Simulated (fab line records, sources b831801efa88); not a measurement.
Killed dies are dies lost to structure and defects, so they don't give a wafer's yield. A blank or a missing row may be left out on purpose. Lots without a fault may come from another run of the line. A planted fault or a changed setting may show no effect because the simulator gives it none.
Which tool did it? | flow sky130 | 13 lots, 39 wafers sampled, at 5 steps of a route of 708

WHAT THE GAUGES READ, wafer by wafer
SKY_NWELL_RS_MEAS_31: measures by four-point-probe.
lot  | measured     | on            | PWDE_RS (ohm/sq)
L334 | day 5 07:55  | film_metro-04 | 5271 5273 5263
L335 | day 5 13:52  | film_metro-04 | 5295 5283 5259
L337 | day 6 04:40  | film_metro-01 | 5296 5291 5294
L339 | day 6 14:19  | film_metro-02 | 5290 5288 5297
L340 | day 6 22:40  | film_metro-02 | 5264 5295 5273
L341 | day 7 03:27  | film_metro-02 | 5278 5279 5267
L342 | day 7 06:57  | film_metro-02 | 5305 5331 5320
L343 | day 7 11:53  | film_metro-02 | 5279 5276 5281
L346 | day 8 07:34  | film_metro-02 | 5298 5305 5277
L349 | day 9 04:41  | film_metro-04 | 5304 5295 5302
L351 | day 9 16:19  | film_metro-01 | 5273 5289 5271
L352 | day 9 23:14  | film_metro-02 | 5250 5261 5264
L355 | day 10 18:07 | film_metro-02 | 5276 5290 5265

SKY_VT_ADJUST_LVTN_OVL_MEAS_07.
lot  | measured     | on         | VT_ADJUST_LVTN_OVL (nm)
L334 | day 6 22:07  | overlay-01 | -2.1 -4.5 -1.1
L335 | day 7 05:12  | overlay-02 | -0.6 -1.3 0.6
L337 | day 7 19:44  | overlay-02 | 0.2 -1.3 -0.9
L339 | day 8 06:35  | overlay-02 | 1.4 -0.1 -2.1
L340 | day 8 14:50  | overlay-01 | 0.6 -0.1 -2.8
L341 | day 8 19:56  | overlay-01 | -0.9 0.3 0.4
L342 | day 9 00:17  | overlay-01 | 0.7 -0.2 0.3
L343 | day 9 05:08  | overlay-01 | -0.5 -1.6 -0.9
L346 | day 10 02:13 | overlay-02 | -1.8 -0.9 -1.4
L349 | day 11 01:11 | overlay-02 | -2.2 2.6 -1.4
L351 | day 11 14:41 | overlay-02 | -2.8 -1.2 -3.2
L352 | day 11 21:32 | overlay-02 | -2.6 -1.1 -2.7
L355 | day 12 15:59 | overlay-01 | -0.4 2.4 0.0

SKY_VT_ADJUST_HVTR_OVL_MEAS_08.
lot  | measured     | on         | VT_ADJUST_HVTR_OVL (nm)
L334 | day 9 11:34  | overlay-01 | 1.4 1.0 -1.0
L335 | day 9 20:20  | overlay-01 | 2.1 0.5 2.3
L337 | day 10 12:10 | overlay-02 | 0.0 1.4 2.8
L339 | day 11 00:58 | overlay-01 | 1.9 0.7 -1.2
L340 | day 11 09:25 | overlay-01 | 2.0 1.3 1.7
L341 | day 11 14:16 | overlay-01 | 1.2 0.8 1.3
L342 | day 11 20:22 | overlay-01 | 1.4 3.5 2.3
L343 | day 12 01:25 | overlay-02 | 112.3 112.9 111.0 110.7 110.4 109.4
L346 | day 13 00:10 | overlay-01 | 0.8 -1.7 0.8
L349 | day 13 22:22 | overlay-02 | 112.7 114.0 112.2 110.4 111.1 109.6
L351 | day 14 15:15 | overlay-01 | 115.6 114.4 115.1 113.3 112.1 112.8
L352 | day 14 21:37 | overlay-02 | 1.8 0.1 1.3
L355 | day 15 21:46 | overlay-01 | 1.3 0.5 1.1

WHICH TOOL RAN EACH LOT (tool, then ch and the chambers of the sampled wafers, then the start)
lot  | SKY_VT_ADJUST_HVTP_STRIP_10          | SKY_VT_ADJUST_HVTR_EXPOSE_04
L334 | plasma_asher-03 ch 0, day 6 02:39    | iline_stepper-01 ch 0, day 9 01:22
L335 | plasma_asher-02 ch 0,1, day 6 08:59  | iline_stepper-02 ch 0, day 9 08:59
L337 | plasma_asher-04 ch 0,1, day 7 00:08  | iline_stepper-01 ch 0, day 10 01:44
L339 | plasma_asher-04 ch 0,1, day 7 10:29  | iline_stepper-01 ch 0, day 10 13:25
L340 | plasma_asher-04 ch 0,1, day 7 18:20  | iline_stepper-01 ch 0, day 10 22:01
L341 | plasma_asher-03 ch 1, day 7 23:00    | iline_stepper-02 ch 0, day 11 02:50
L342 | plasma_asher-03 ch 0,1, day 8 02:56  | iline_stepper-01 ch 0, day 11 07:59
L343 | plasma_asher-03 ch 0,1, day 8 07:32  | iline_stepper-01 ch 0, day 11 13:43
L346 | plasma_asher-03 ch 0,1, day 9 04:55  | iline_stepper-02 ch 0, day 12 12:31
L349 | plasma_asher-02 ch 0,1, day 10 02:20 | iline_stepper-01 ch 0, day 13 10:41
L351 | plasma_asher-04 ch 0,1, day 10 14:35 | iline_stepper-01 ch 0, day 14 02:40
L352 | plasma_asher-02 ch 0,1, day 10 21:35 | iline_stepper-02 ch 0, day 14 08:23
L355 | plasma_asher-04 ch 0,1, day 11 17:33 | iline_stepper-02 ch 0, day 15 08:04
- SKY_VT_ADJUST_HVTP_STRIP_10: strips in O2/N2.
- SKY_VT_ADJUST_HVTR_EXPOSE_04: exposes mask HVTRM, target cd 380 nm.

WHAT THE TOOLS THEMSELVES READ (means of the sampled wafers that have a number; where no wafer has one, the mark that the record gives instead)
SKY_VT_ADJUST_HVTP_STRIP_10.
lot  | tool            | drypump_motor_current_A (A) | oes_product_au (a.u.) | strip_time_to_endpoint_s (s)
L334 | plasma_asher-03 | 5.64                        | 0.717                 | 14.13
L335 | plasma_asher-02 | 5.44                        | 0.713                 | 14.20
L337 | plasma_asher-04 | 5.50                        | 0.717                 | 14.17
L339 | plasma_asher-04 | 5.51                        | 0.717                 | 14.20
L340 | plasma_asher-04 | 5.51                        | 0.713                 | 14.25
L341 | plasma_asher-03 | 5.68                        | 0.718                 | 14.20
L342 | plasma_asher-03 | 5.66                        | 0.718                 | 14.17
L343 | plasma_asher-03 | 5.67                        | 0.716                 | 14.20
L346 | plasma_asher-03 | 5.68                        | 0.708                 | 14.19
L349 | plasma_asher-02 | 5.43                        | 0.717                 | 14.18
L351 | plasma_asher-04 | 5.49                        | 0.717                 | 14.18
L352 | plasma_asher-02 | 5.44                        | 0.715                 | 14.24
L355 | plasma_asher-04 | 5.62                        | 0.718                 | 14.14

SKY_VT_ADJUST_HVTR_EXPOSE_04.
lot  | tool             | exposure_dose_mJ_cm2
L334 | iline_stepper-01 | 150.03
L335 | iline_stepper-02 | 150.19
L337 | iline_stepper-01 | 149.83
L339 | iline_stepper-01 | 149.71
L340 | iline_stepper-01 | 149.93
L341 | iline_stepper-02 | 149.87
L342 | iline_stepper-01 | 149.80
L343 | iline_stepper-01 | 149.80
L346 | iline_stepper-02 | 150.16
L349 | iline_stepper-01 | 149.93
L351 | iline_stepper-01 | 150.03
L352 | iline_stepper-02 | 149.99
L355 | iline_stepper-02 | 149.97

THE ANSWER, worked out from the rows above alone
Rule: what is usual is taken from the lots themselves. Put in order of their means at a reading, lots are off if they are a third of the lots or fewer, leave a main group of 4 or more, and stand apart from it by a gap of 3 or more times the standard deviation of the main group's means; of several such gaps the widest counts. A main group whose means are all the same, to the digits that the tables above print for the reading, isn't used. A lot without any number at a reading at which 4 lots or more have one is off too. The other lots that the step has rows for count as sound. The gauges are gone through in route order, then the tools' own readings, and for those a lot's mean is taken as printed above. The first step at which some lot is off is used, and at that step the reading that is off furthest; a lot without a number counts as furthest.
Off: L343, L349, L351, at SKY_VT_ADJUST_HVTR_OVL_MEAS_08 (VT_ADJUST_HVTR_OVL). The main group: mean 1.1 nm, standard deviation 0.67.
A tool fits if, at a process step before that reading, it ran every lot that is off, and no sound lot after the first of them. The gauges at SKY_VT_ADJUST_HVTR_OVL_MEAS_08 are tried like those tools. One fits: iline_stepper-01 at SKY_VT_ADJUST_HVTR_EXPOSE_04. Its last sound lot is L342 (day 11 07:59), its first lot that is off L343 (day 11 13:43): a fault that began between those two fits.

WHAT THE SIMULATOR HAD PUT IN
Scanner matching overlay: iline_stepper-01, from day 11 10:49 on, at SKY_VT_ADJUST_HVTR_EXPOSE_04. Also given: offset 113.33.
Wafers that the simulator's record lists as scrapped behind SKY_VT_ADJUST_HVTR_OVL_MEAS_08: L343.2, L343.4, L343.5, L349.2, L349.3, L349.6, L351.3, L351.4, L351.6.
Lots struck among those shown: L343, L349, L351. The rule above found the same.
